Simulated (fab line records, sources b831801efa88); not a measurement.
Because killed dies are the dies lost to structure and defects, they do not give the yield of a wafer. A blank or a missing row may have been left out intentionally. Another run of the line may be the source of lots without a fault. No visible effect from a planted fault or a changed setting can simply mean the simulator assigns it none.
Chamber matching    flow sky130    SKY_VIA3_CMP_02 on cmp-02: 4 sister chambers
The step polishes SiO2. 8 wafers are shown with their chamber, then 9 later ones without.

WAFERS WITH THEIR CHAMBER
wafer   chamber  motor-current-A (A)  head-pressure-psi (psi)
L385.1  3        11.1                 4.004
L385.3  2        14.0                 3.992
L386.6  3        11.0                 3.988
L388.5  1        12.4                 3.999
L388.6  0        10.3                 3.996
L392.3  2        13.7                 4.003
L392.5  1        12.6                 4.001
L392.6  0        10.0                 4.013

WAFERS WHOSE CHAMBER IS MISSING
wafer   motor-current-A (A)  head-pressure-psi (psi)
L393.2  10.7                 3.998
L393.3  14.1                 3.995
L393.6  13.9                 3.989
L394.1  11.0                 3.999
L394.2  13.2                 4.002
L394.3  10.4                 4.001
L398.1  13.4                 3.997
L398.2  10.4                 3.988
L398.5  9.9                  3.995

CHAMBER TAKEN BY EACH
wafer   from the rows above      in truth
L393.2  can't be placed: 3 or 0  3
L393.3  2                        2
L393.6  2                        2
L394.1  3                        3
L394.2  can't be placed: 2 or 1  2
L394.3  0                        0
L398.1  2                        2
L398.2  can't be placed: 0 or 3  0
L398.5  0                        0
Correct placement for 6 of the 9. Can't be placed from these rows: 3 (the true chamber is among the candidates in 3). Placed wrongly: 0.
How it was worked out, from the rows above alone: a wafer's distance from a chamber is the root of the sum, over the readings, of the square of ((its reading less the chamber's mean) divided by the reading's scatter). If the next closest chamber is less than 2 further off than the closest, the wafer can't be placed; otherwise it belongs to the closest. A chamber's mean is the mean of its shown wafers. The scatter: take each reading less its chamber's mean, square it, sum over the shown wafers, divide by the number of wafers less the number of chambers, and take the root.
